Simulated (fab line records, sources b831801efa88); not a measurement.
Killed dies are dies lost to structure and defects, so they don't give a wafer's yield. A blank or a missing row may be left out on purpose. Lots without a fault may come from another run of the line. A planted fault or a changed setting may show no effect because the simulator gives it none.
Which tool did it? | flow gf180mcu | 13 lots, 39 wafers sampled, at 5 steps of a route of 602

WHAT THE GAUGES READ, wafer by wafer
GF_STI_BOW_MEAS_00.
lot  | measured    | on            | INCOMING_BOW (um)
L686 | day 1 10:00 | film_metro-04 | 5 8 4
L688 | day 1 20:02 | film_metro-04 | 10 6 -3
L690 | day 2 06:01 | film_metro-03 | 6 -9 -6
L692 | day 2 16:00 | film_metro-03 | 6 6 5
L693 | day 2 21:00 | film_metro-04 | -6 0 2
L694 | day 3 02:00 | film_metro-02 | 4 5 7
L698 | day 3 22:00 | film_metro-02 | 3 6 -17
L700 | day 4 08:01 | film_metro-02 | -3 -1 -9
L701 | day 4 13:04 | film_metro-04 | -8 -11 -9
L702 | day 4 18:01 | film_metro-04 | -2 -10 7
L703 | day 4 23:00 | film_metro-02 | 12 4 1
L705 | day 5 09:01 | film_metro-02 | -3 -1 1
L706 | day 5 14:01 | film_metro-04 | 3 -7 -4

GF_VT_IMPLANT_RS_MEAS_49: measures by four-point-probe.
lot  | measured     | on            | MVPSD_RS (ohm/sq)
L686 | day 7 11:43  | film_metro-04 | 1165.4 1164.9 1166.8
L688 | day 8 01:54  | film_metro-04 | 1169.2 1165.9 1169.4
L690 | day 8 16:19  | film_metro-02 | 1169.2 1165.4 1166.0
L692 | day 9 06:03  | film_metro-04 | 1170.3 1167.9 1166.5
L693 | day 9 13:24  | film_metro-04 | 1170.8 1167.2 1165.5
L694 | day 9 18:07  | film_metro-02 | 1169.6 1173.4 1168.5
L698 | day 11 00:12 | film_metro-04 | 1208.4 1209.7 1206.9
L700 | day 11 15:01 | film_metro-01 | 1205.2 1202.8 1203.8
L701 | day 11 22:34 | film_metro-02 | 1207.5 1209.5 1208.5
L702 | day 12 05:01 | film_metro-01 | 1170.7 1174.5 1170.5
L703 | day 12 09:06 | film_metro-02 | 1171.5 1169.9 1168.6
L705 | day 13 01:46 | film_metro-02 | 1175.1 1173.1 1176.0
L706 | day 13 08:04 | film_metro-04 | 1169.2 1170.4 1168.9

GF_V3_THK_MEAS_25: measures by xrf.
lot  | measured     | on            | V3_W_THK (nm)
L686 | day 22 15:14 | film_metro-04 | 348 352 349
L688 | day 23 06:08 | film_metro-03 | 349 348 347
L690 | day 24 02:04 | film_metro-04 | 344 343 343
L692 | day 24 18:32 | film_metro-03 | 336 336 338
L693 | day 25 05:11 | film_metro-04 | 354 344 349
L694 | day 25 11:38 | film_metro-02 | 342 349 339
L698 | day 26 22:06 | film_metro-03 | 341 345 341
L700 | day 27 14:34 | film_metro-04 | 352 350 350
L701 | day 27 17:08 | film_metro-03 | 341 342 347
L702 | day 28 00:44 | film_metro-03 | 347 351 345
L703 | day 28 12:16 | film_metro-02 | 344 346 340
L705 | day 28 19:05 | film_metro-03 | 340 344 345
L706 | day 29 06:05 | film_metro-03 | 338 341 342

WHICH TOOL RAN EACH LOT (tool, then ch and the chambers of the sampled wafers, then the start)
lot  | GF_MVPSD_IMPLANT_09             | GF_V2_SPUTTER_22
L686 | implanter-02 ch 0, day 4 23:14  | pvd_sputter-04, day 20 10:01
L688 | implanter-04 ch 0, day 5 12:41  | pvd_sputter-01, day 21 02:49
L690 | implanter-04 ch 0, day 6 00:52  | pvd_sputter-04, day 22 00:07
L692 | implanter-02 ch 0, day 6 11:53  | pvd_sputter-01, day 22 17:28
L693 | implanter-02 ch 0, day 6 18:17  | pvd_sputter-01, day 23 05:27
L694 | implanter-02 ch 0, day 6 22:59  | pvd_sputter-01, day 23 11:19
L698 | implanter-02 ch 0, day 8 00:50  | pvd_sputter-04, day 25 00:08
L700 | implanter-02 ch 0, day 8 14:27  | pvd_sputter-02, day 25 16:58
L701 | implanter-02 ch 0, day 8 20:37  | pvd_sputter-04, day 25 20:40
L702 | implanter-03 ch 0, day 9 01:40  | pvd_sputter-02, day 26 04:34
L703 | implanter-03 ch 0, day 9 05:26  | pvd_sputter-01, day 26 12:59
L705 | implanter-03 ch 0, day 9 20:34  | pvd_sputter-04, day 27 02:52
L706 | implanter-04 ch 0, day 10 00:52 | pvd_sputter-04, day 27 08:25
- GF_MVPSD_IMPLANT_09
- GF_V2_SPUTTER_22: material TiN, target thk 10 nm, time 40 s.

WHAT THE TOOLS THEMSELVES READ (means of the sampled wafers that have a number; where no wafer has one, the mark that the record gives instead)
GF_MVPSD_IMPLANT_09.
lot  | tool         | beam_on_s (s) | faraday_current_uA | tilt_deg (degrees)
L686 | implanter-02 | 9.98          | 28.2               | 0.017
L688 | implanter-04 | 9.87          | 28.5               | 0.017
L690 | implanter-04 | 9.96          | 28.4               | -0.021
L692 | implanter-02 | 9.99          | 28.2               | 0.009
L693 | implanter-02 | 9.96          | 28.3               | -0.002
L694 | implanter-02 | 9.77          | 28.8               | 0.006
L698 | implanter-02 | 8.13          | 34.7               | 0.020
L700 | implanter-02 | 8.24          | 34.3               | -0.006
L701 | implanter-02 | 8.22          | 34.2               | -0.028
L702 | implanter-03 | 9.74          | 28.9               | 0.002
L703 | implanter-03 | 10.03         | 28.1               | -0.015
L705 | implanter-03 | 10.18         | 27.8               | -0.016
L706 | implanter-04 | 9.82          | 28.7               | 0.010

GF_V2_SPUTTER_22.
lot  | tool           | chamber_pressure_pa (Pa) | throttle_valve_pct (%)
L686 | pvd_sputter-04 | 5.003                    | 29.9
L688 | pvd_sputter-01 | 5.002                    | 30.5
L690 | pvd_sputter-04 | 4.992                    | 30.0
L692 | pvd_sputter-01 | 4.992                    | 29.8
L693 | pvd_sputter-01 | 4.997                    | 29.0
L694 | pvd_sputter-01 | 5.009                    | 29.7
L698 | pvd_sputter-04 | 5.009                    | 29.5
L700 | pvd_sputter-02 | 4.998                    | 30.2
L701 | pvd_sputter-04 | 4.999                    | 29.6
L702 | pvd_sputter-02 | 5.006                    | 30.3
L703 | pvd_sputter-01 | 5.006                    | 29.9
L705 | pvd_sputter-04 | 5.002                    | 29.7
L706 | pvd_sputter-04 | 5.003                    | 29.7

THE ANSWER, worked out from the rows above alone
Rule: what is usual is taken from the lots themselves. Put in order of their means at a reading, lots are off if they are a third of the lots or fewer, leave a main group of 4 or more, and stand apart from it by a gap of 3 or more times the standard deviation of the main group's means; of several such gaps the widest counts. A main group whose means are all the same, to the digits that the tables above print for the reading, isn't used. A lot without any number at a reading at which 4 lots or more have one is off too. The other lots that the step has rows for count as sound. The gauges are gone through in route order, then the tools' own readings, and for those a lot's mean is taken as printed above. The first step at which some lot is off is used, and at that step the reading that is off furthest; a lot without a number counts as furthest.
Off: L698, L700, L701, at GF_VT_IMPLANT_RS_MEAS_49 (MVPSD_RS). The main group: mean 1169.3 ohm/sq, standard deviation 2.5.
A tool fits if, at a process step before that reading, it ran every lot that is off, and no sound lot after the first of them. The gauges at GF_VT_IMPLANT_RS_MEAS_49 aren't tried: what is off there is off at GF_MVPSD_IMPLANT_09 too, on other tools, and a gauge's error can't cause that. One fits: implanter-02 at GF_MVPSD_IMPLANT_09. Its last sound lot is L694 (day 6 22:59), its first lot that is off L698 (day 8 00:50): a fault that began between those two fits.
The tool's own readings at GF_MVPSD_IMPLANT_09 bear it out: on the lots that are off they differ by more than 5 times the standard deviation of the sound lots' means. beam_on_s reads 8.20 s there against 9.93 s on the sound lots; faraday_current_uA reads 34.4 there against 28.4 on the sound lots.

WHAT THE SIMULATOR HAD PUT IN
Process parameter drift: implanter-02, from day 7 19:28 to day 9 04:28, at GF_MVPSD_IMPLANT_09. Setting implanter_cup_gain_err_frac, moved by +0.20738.
Lots struck among those shown: L698, L700, L701. The rule above found the same.
